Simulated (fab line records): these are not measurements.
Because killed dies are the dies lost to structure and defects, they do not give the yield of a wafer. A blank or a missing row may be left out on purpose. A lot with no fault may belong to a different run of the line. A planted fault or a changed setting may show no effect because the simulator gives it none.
fab line records	flow sky130
record: lots: 5	wafers: 15	last_day: 50
route steps=708 shown METAL3@561 VIA3@573 PAD_OPEN@708
lots that met no fault: taken from a fault-free run of the same line
start_h: start of the lot's first displayed wafer, in hours after the record's first day	wait_h: how many hours have passed since the lot's step before this one	" same as the row above	L1.1+2: a single row standing in for several wafers	- no value, or no start was given	* or withheld: withheld	< > ~ a bound
route shown NAME@n: a module of which the file shows steps, and the number in the route of the first	usual: average and standard deviation across the fault-free wafers	same: alike in all rows	chamber/n: place in a boat	sites: the reading at each site	_std_site: the values' standard deviation	_edge_site: inner sites' mean taken away from outer sites' mean	radius_mm: how far each site lies from the wafer's centre	mask NAME#n: copy n	behind: tool/chamber where the wafer was last shaped	hold: what put the lot on hold/how long, in hours/how the hold closed	device: the n, p or np transistor that did not switch	end of line: at the end of the route, the tests of the same wafers	a step with no rows: only its recipe	killed: at the first sort, the dies lost to defects and structure; wafer yield is something else	map: per-die view of a wafer (x killed, . not killed, _ where there is no die)
set.NAME: the setting the step ran with; set.NAME@STEP: the setting that earlier step ran with	model.NAME: the simulator's own value behind a step, which no gauge read
lots at selected steps of the route; one table per step, one row per wafer
services: from which hour (start_h, from the record's first day; less than 0 if before it) a tool's chamber was out of use, for how many hours, and why
== steps ==
step: SKY_METAL3_PEB_11
recipe: peb_temp_c: withheld	peb_time_s: withheld	resist: KrF-thick
step: SKY_METAL3_DEVELOP_12
recipe: develop_time_s: 60	resist: KrF-thick	dev_temp_c: 21
step: SKY_METAL3_CD_MEAS_13
recipe: target_cd_nm: 300
usual: cd_nm: 300.0/1.6
lot.wafer	tool	chamber	start_h	wait_h	cd_nm
L469.1	cd_sem-01	-	946.11	-	297.8
L469.2	"	-	"	"	299.4
L469.3	"	-	"	"	298.7
L474.1	cd_sem-01	-	987.78	-	301.2
L474.3	"	-	"	"	300.4
L474.4	"	-	"	"	300.0
L475.1	cd_sem-02	-	991.21	-	301.0
L475.3	"	-	"	"	300.8
L475.5	"	-	"	"	300.7
L479.1	cd_sem-02	-	1015.41	-	300.5
L479.2	"	-	"	"	301.0
L479.5	"	-	"	"	300.4
L488.2	cd_sem-02	-	1065.78	-	299.1
L488.3	"	-	"	"	299.5
L488.5	"	-	"	"	298.3
step: SKY_METAL3_OVL_MEAS_14
usual: METAL3_OVL: 1/6
lot.wafer	tool	chamber	start_h	wait_h	METAL3_OVL[nm]
L469.1	overlay-02	-	946.23	0.1	-8
L469.2	"	-	"	"	3
L469.3	"	-	"	"	-5
L474.1	overlay-02	-	987.90	0.1	8
L474.3	"	-	"	"	-3
L474.4	"	-	"	"	-3
L475.1	overlay-02	-	991.33	0.1	-7
L475.3	"	-	"	"	-6
L475.5	"	-	"	"	-9
L479.1	overlay-01	-	1015.53	0.1	-4
L479.2	"	-	"	"	-7
L479.5	"	-	"	"	-2
L488.2	overlay-01	-	1065.89	0.1	-8
L488.3	"	-	"	"	7
L488.5	"	-	"	"	0
step: SKY_METAL3_DESCUM_15
recipe: chemistry: O2	source_power_w: 150	bias_power_w: 0	pressure_mtorr: 10	temp_c: 40	time_s: 8
usual: drypump_motor_current_A: 5.44/0.27	oes_product_au: 1.002/0.013
lot.wafer	tool	chamber	start_h	wait_h	drypump_motor_current_A	oes_product_au	rf_hours_counter_h
L469.1	rie_metal-02	1	946.27	0.0	5.73	1.012	14
L469.2	"	0	"	"	5.22	1.006	8
L469.3	"	0	"	"	5.23	1.021	-
L474.1	rie_metal-01	0	987.94	0.0	5.72	0.980	13
L474.3	"	1	"	"	5.26	0.989	-
L474.4	"	0	"	"	5.72	0.984	-
L475.1	rie_metal-02	0	991.37	0.0	5.21	1.024	10
L475.3	"	0	"	"	5.22	1.026	-
L475.5	"	0	"	"	5.22	1.022	-
L479.1	rie_metal-02	0	1015.57	0.0	5.24	1.014	11
L479.2	"	1	"	"	5.69	1.010	18
L479.5	"	1	"	"	5.71	1.007	-
L488.2	rie_metal-03	0	1065.92	0.0	5.05	1.006	17
L488.3	"	0	"	"	5.04	1.004	-
L488.5	"	0	"	"	5.02	1.005	-
step: SKY_METAL3_ETCH_16
recipe: chemistry: N2/H2	target: BARC	ion_energy_ev: 200	bias_w: 100	pressure_mtorr: 30	n2_flow_sccm: 100	h2_flow_sccm: 200	icp_w: 500	stop_on: SiO2	time_s: 88.2	target_depth_a: 600
step: SKY_METAL3_ETCH_17
recipe: target: SiO2	stop_on: TiN	chemistry: C4F8/O2/Ar	source_w: 1500	bias_w: 1200	pressure_mtorr: 40	c4f8_flow_sccm: withheld	O2_flow_sccm: 6	Ar_flow_sccm: 300	time_s: 3.9	target_depth_a: 150
usual: oes_product_au: 0.755/0.0077
lot.wafer	tool	chamber	start_h	wait_h	oes_product_au	rf_hours_counter_h
L469.1	rie_diel-04	0	946.40	0.1	0.759	14
L469.2	"	1	"	"	0.746	14
L469.3	"	2	"	"	0.750	12
L474.1	rie_diel-04	3	988.07	0.1	0.746	2
L474.3	"	1	"	"	0.751	15
L474.4	"	0	"	"	0.761	16
L475.1	rie_diel-04	2	991.50	0.1	0.739	14
L475.3	"	3	"	"	0.754	2
L475.5	"	1	"	"	0.765	-
L479.1	rie_diel-02	2	1015.70	0.1	0.761	29
L479.2	"	1	"	"	0.737	9
L479.5	"	1	"	"	0.749	-
L488.2	rie_diel-03	2	1066.05	0.1	0.747	9
L488.3	"	0	"	"	0.751	9
L488.5	"	1	"	"	0.763	-
step: SKY_METAL3_METAL_ETCH_18
recipe: target_depth_a: 8450	stop_on: SiO2	over_etch_frac: 0.3	time_s: 183.1	chemistry: Cl2/BCl3	resist_sidewall_deg: 88	pressure_mtorr: 10	icp_w: 900	bias_w: 48.5	Cl2_flow_sccm: 60	bcl3_flow_sccm: 30
usual: drypump_motor_current_A: 5.44/0.28	oes_product_au: 0.863/0.0069	throttle_valve_pct: 22.264/0.0094
lot.wafer	tool	chamber	start_h	wait_h	drypump_motor_current_A	oes_product_au	rf_hours_counter_h	throttle_valve_pct
L469.1	rie_metal-03	0	946.41	0.0	5.00	0.876	10	22.271
L469.2	"	1	"	"	5.62	0.859	4	22.255
L469.3	"	0	"	"	5.00	0.873	-	22.274
L474.1	rie_metal-02	1	988.09	0.0	5.69	0.865	16	22.270
L474.3	"	0	"	"	5.22	0.863	-	22.250
L474.4	"	1	"	"	5.70	0.866	-	22.276
L475.1	rie_metal-01	1	991.51	0.0	5.28	0.861	21	22.254
L475.3	"	0	"	"	5.74	0.862	-	22.262
L475.5	"	1	"	"	5.27	0.862	-	22.254
L479.1	rie_metal-01	0	1015.71	0.0	5.73	0.868	15	22.267
L479.2	"	0	"	"	5.72	0.868	-	22.250
L479.5	"	0	"	"	5.73	0.869	-	22.272
L488.2	rie_metal-01	1	1066.07	0.0	5.26	0.850	2	22.268
L488.3	"	0	"	"	5.75	0.859	-	22.253
L488.5	"	0	"	"	5.77	0.866	-	22.263
step: SKY_METAL3_STRIP_19
recipe: chemistry: O2/N2	power_w: 1400	pressure_mtorr: 1500	platen_temp_c: withheld	o2_flow_sccm: 3000	n2_flow_sccm: 300	overash_fraction: 0.5
usual: drypump_motor_current_A: 5.6/0.5	n2_flow_sccm: 300.0/0.88	oes_product_au: 0.504/0.0065	strip_time_to_endpoint_s: 6.58/0.097
lot.wafer	tool	chamber	start_h	wait_h	drypump_motor_current_A	n2_flow_sccm	oes_product_au	rf_hours_counter_h	strip_time_to_endpoint_s
L469.1	plasma_asher-02	1	946.59	0.1	5.2	300.6	0.499	82	6.58
L469.2	"	0	"	"	5.1	300.9	0.500	82	6.57
L469.3	"	1	"	"	5.2	299.9	0.512	-	6.58
L474.1	plasma_asher-02	1	988.27	0.1	5.2	300.9	0.501	86	6.54
L474.3	"	1	"	"	5.2	301.4	0.502	-	6.47
L474.4	"	0	"	"	5.2	299.3	0.500	-	6.54
L475.1	plasma_asher-01	0	991.69	0.1	5.3	299.7	0.502	113	6.67
L475.3	"	1	"	"	6.4	301.2	0.501	-	6.64
L475.5	"	0	"	"	5.3	300.6	0.510	-	6.66
L479.1	plasma_asher-01	0	1016.07	0.3	5.3	301.5	0.506	116	6.67
L479.2	"	1	"	"	6.4	301.1	0.506	116	6.68
L479.5	"	1	"	"	6.4	301.5	0.509	-	6.73
L488.2	plasma_asher-03	0	1066.24	0.1	6.0	301.1	0.497	33	6.59
L488.3	"	0	"	"	6.0	300.7	0.517	-	6.75
L488.5	"	1	"	"	6.1	300.3	0.513	-	6.73
step: SKY_METAL3_STRIP_20
recipe: chemistry: post_etch_residue_remover	time_s: 1200	temp_c: 72.5
step: SKY_METAL3_CLEAN_21
recipe: chemistry: IPA	time_s: 180	temp_c: 25
step: SKY_METAL3_CLEAN_22
recipe: chemistry: O3/DIW	dry: n2_spin
step: SKY_VIA3_HDPCVD_00
recipe: material: SiO2	target_thk_nm: 1635	sigma_open_frac: 0.3	time_s: 272.5	temp_c: 400	sih4_flow_sccm: 60	pressure_mtorr: 6
usual: run_length_s: 300.4/0.36	sih4_flow_sccm: 60.04/0.18
lot.wafer	tool	chamber	start_h	wait_h	run_length_s	sih4_flow_sccm	model.SiO2_of_VIA3_HDPCVD_00.thk_nm
L469.1	hdpcvd-01	0	947.18	0.0	300.0	60.14	1627
L469.2	"	1	"	"	300.7	60.05	1617
L469.3	"	2	"	"	300.9	59.89	1621
L474.1	hdpcvd-01	0	988.86	0.0	300.5	60.08	1649
L474.3	"	1	"	"	350.0	59.84	1934
L474.4	"	1	"	"	350.1	59.93	1926
L475.1	hdpcvd-02	2	992.33	0.0	300.4	59.92	1619
L475.3	"	0	"	"	300.5	60.20	1629
L475.5	"	0	"	"	300.8	60.12	1628
L479.1	hdpcvd-02	0	1016.66	0.0	301.0	59.78	1632
L479.2	"	2	"	"	299.9	59.86	1594
L479.5	"	2	"	"	300.3	59.81	1612
L488.2	hdpcvd-02	1	1066.83	0.0	300.2	60.06	1660
L488.3	"	2	"	"	300.4	59.94	1613
L488.5	"	1	"	"	300.4	59.98	1651
step: SKY_VIA3_THK_MEAS_01
recipe: reads: SiO2_of_VIA3_HDPCVD_00
usual: VIA3_HDPCVD_THK: 1636/21
lot.wafer	tool	chamber	start_h	wait_h	VIA3_HDPCVD_THK[nm]
L469.1	film_metro-01	-	947.35	0.1	1629
L469.2	"	-	"	"	1617
L469.3	"	-	"	"	1621
L474.1	film_metro-02	-	989.03	0.1	1648
L474.3	"	-	"	"	1935
L474.4	"	-	"	"	1925
L475.1	film_metro-02	-	992.58	0.2	1619
L475.3	"	-	"	"	1630
L475.5	"	-	"	"	1629
L479.1	film_metro-02	-	1016.91	0.2	1632
L479.2	"	-	"	"	1593
L479.5	"	-	"	"	1611
L488.2	film_metro-02	-	1067.01	0.1	1660
L488.3	"	-	"	"	1612
L488.5	"	-	"	"	1650
step: SKY_VIA3_CMP_02
recipe: material: SiO2	down_force_psi: 4	platen_rpm: 60	pad_velocity_m_s: 0.94248
usual: motor_current_A: 11.9/1.3	retaining_ring_pressure_frac: 1.000/0.005
lot.wafer	tool	chamber	start_h	wait_h	motor_current_A	retaining_ring_pressure_frac
L469.1	cmp-01	3	947.41	0.1	11.2	0.998
L469.2	"	1	"	"	11.9	0.997
L469.3	"	2	"	"	11.2	1.003
L474.3	cmp-01	3	989.29	0.2	11.6	1.000
L474.1	"	0	"	"	14.9	0.997
L474.4	"	1	"	"	12.1	1.003
L475.3	cmp-02	2	992.74	0.1	12.1	1.005
L475.1	"	3	"	"	11.5	1.006
L475.5	"	0	"	"	9.9	1.001
L479.2	cmp-01	0	1016.97	0.0	14.6	0.999
L479.1	"	2	"	"	11.0	0.995
L479.5	"	0	"	"	14.4	1.001
L488.2	cmp-02	1	1067.11	0.1	11.7	0.988
L488.3	"	2	"	"	12.5	0.996
L488.5	"	1	"	"	12.5	0.993
step: SKY_PAD_OPEN_PROBE_99
usual: defect_limited_yield: 82.5/1.9	killed_at_M0_to_M3: 43/6.8	killed_at_M4_up: 3.2/2	killed_at_contacts: 24/5.3	killed_at_front_end: 16/4.4	killed_at_other: 0.3/0.54	killed_dies: 86/9.4	killed_open: 48/6.6	killed_short: 38/6.5	sort_bin_3_pad_short: 0.8/0.4	sort_bin_5_function: 10.4/1.5	sort_bin_6_memory: 6.3/1.2	sort_n_pass: 406/9.4	sort_yield_pct: 82.5/1.9
same: gross_dies: 492	killed_at_back_side: 0	sort_bin_4_leakage[%]: 0	sort_bin_8_speed[%]: 0
lot.wafer	tool	chamber	start_h	wait_h	defect_limited_yield[%]	killed_at_M0_to_M3	killed_at_M4_up	killed_at_contacts	killed_at_front_end	killed_at_other	killed_dies	killed_open	killed_short	sort_bin_3_pad_short[%]	sort_bin_5_function[%]	sort_bin_6_memory[%]	sort_n_pass	sort_yield_pct[%]
L475.1	prober-02	-	1152.75	0.1	79.5	50	7	27	16	1	101	62	39	0.8	13.6	6.1	391	79.5
L475.3	prober-02	-	1152.85	0.2	81.7	42	5	26	17	0	90	52	37	0.2	9.3	8.7	402	81.7
L475.5	prober-02	-	1152.95	0.2	79.3	47	4	33	18	0	102	59	43	0.8	13.2	6.7	390	79.3
L488.2	prober-02	-	1209.36	0.1	81.9	45	1	26	17	0	89	45	44	0.8	10.6	6.7	403	81.9
L488.3	prober-02	-	1209.41	0.2	82.7	37	5	25	18	0	85	45	40	0.4	11.0	5.9	407	82.7
L488.5	prober-02	-	1209.51	0.2	83.5	42	2	20	17	0	81	43	38	1.6	7.7	7.1	411	83.5
killed by level:class
L475.1 CONTACT:geometric_particle:open=14 VIA2:geometric_particle:open=10 VIA3:geometric_particle:open=9 FIELD_ISO:geometric_particle:open=7 VIA1:geometric_particle:open=7 VIA2:geometric_particle:short=6 METAL2:geometric_particle:short=5 VIA1:geometric_particle:short=5
L475.3 VIA1:geometric_particle:open=12 LI_CONTACT:geometric_particle:open=10 FIELD_ISO:geometric_particle:open=7 CONTACT:geometric_particle:open=7 VIA1:geometric_particle:short=6 VIA3:geometric_particle:open=6 METAL2:geometric_particle:short=5 LOCAL_INTERCONNECT:geometric_particle:short=4
L475.5 VIA1:geometric_particle:open=17 LI_CONTACT:geometric_particle:open=13 CONTACT:geometric_particle:open=6 VIA3:geometric_particle:open=6 CONTACT:geometric_particle:short=5 VIA2:geometric_particle:open=5 FIELD_ISO:geometric_particle:short=4 FIELD_ISO:geometric_particle:open=4
L488.2 VIA1:geometric_particle:open=10 LI_CONTACT:geometric_particle:open=7 METAL2:geometric_particle:short=7 POLY_GATE:geometric_particle:open=6 CONTACT:geometric_particle:open=6 VIA3:geometric_particle:open=6 VIA1:geometric_particle:short=5 LI_CONTACT:geometric_particle:short=5
L488.3 VIA1:geometric_particle:open=10 LI_CONTACT:geometric_particle:open=8 CONTACT:geometric_particle:open=6 VIA3:geometric_particle:open=6 FIELD_ISO:geometric_particle:short=5 CONTACT:geometric_particle:short=5 POLY_GATE:geometric_particle:short=4 METAL1:geometric_particle:short=4
L488.5 VIA1:geometric_particle:open=10 CONTACT:geometric_particle:open=9 POLY_GATE:geometric_particle:open=8 VIA1:geometric_particle:short=8 METAL2:geometric_particle:short=7 LOCAL_INTERCONNECT:geometric_particle:short=6 VIA3:geometric_particle:open=5 POLY_GATE:geometric_particle:short=4
== services ==
tool	chamber	start_h	hours	kind
rie_diel-04	2	922.62	1.8	repair
cmp-01	-	928.16	4.4	repair
rie_diel-03	0	936.03	8.2	repair
cmp-02	-	936.58	9.3	repair
rie_diel-04	3	943.15	21.8	repair
hdpcvd-01	-	950.25	15.0	pm
cmp-01	-	955.60	25.6	pm
hdpcvd-01	-	957.21	1.3	repair
rie_diel-03	-	965.00	2.8	pm
rie_diel-04	3	965.27	2.7	repair
rie_metal-03	-	979.62	1.4	pm
hdpcvd-02	1	980.87	36.6	repair
plasma_asher-02	-	981.48	2.8	pm
cmp-02	-	981.53	7.5	pm
rie_diel-03	1	992.95	4.3	repair
plasma_asher-02	-	1000.12	1.1	repair
hdpcvd-01	-	1005.57	0.6	repair
rie_metal-01	1	1008.79	-	clean
rie_metal-01	1	1008.79	21.6	scheduled_down
rie_diel-03	1	1029.67	5.6	repair
cmp-01	-	1041.34	0.7	repair
rie_metal-02	-	1041.54	0.5	repair
plasma_asher-01	-	1055.25	9.0	pm
rie_diel-02	-	1063.96	2.8	pm
== key ==
first_sign: step: SKY_VIA3_HDPCVD_00	reading: run_length_s	direction: up	sigmas: 99+	usual: *	struck: *
effect: step: SKY_VIA3_THK_MEAS_01	reading: VIA3_HDPCVD_THK	direction: up	sigmas: 14	usual: 1636	struck: 1930
model_effect: step: SKY_VIA3_HDPCVD_00	value: SiO2_of_VIA3_HDPCVD_00.thk_nm	without: 1633	struck: 1930
met_at SKY_VIA3_HDPCVD_00
struck_wafers L474.3,L474.4
onset_between 947.18 988.86
fault: kind: process_parameter_drift	tool: hdpcvd-01	chamber: 1	onset_h: 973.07	steps: SKY_VIA3_HDPCVD_00	channel: time_s	offset: *	shape: step	acts_in: *	stated: *
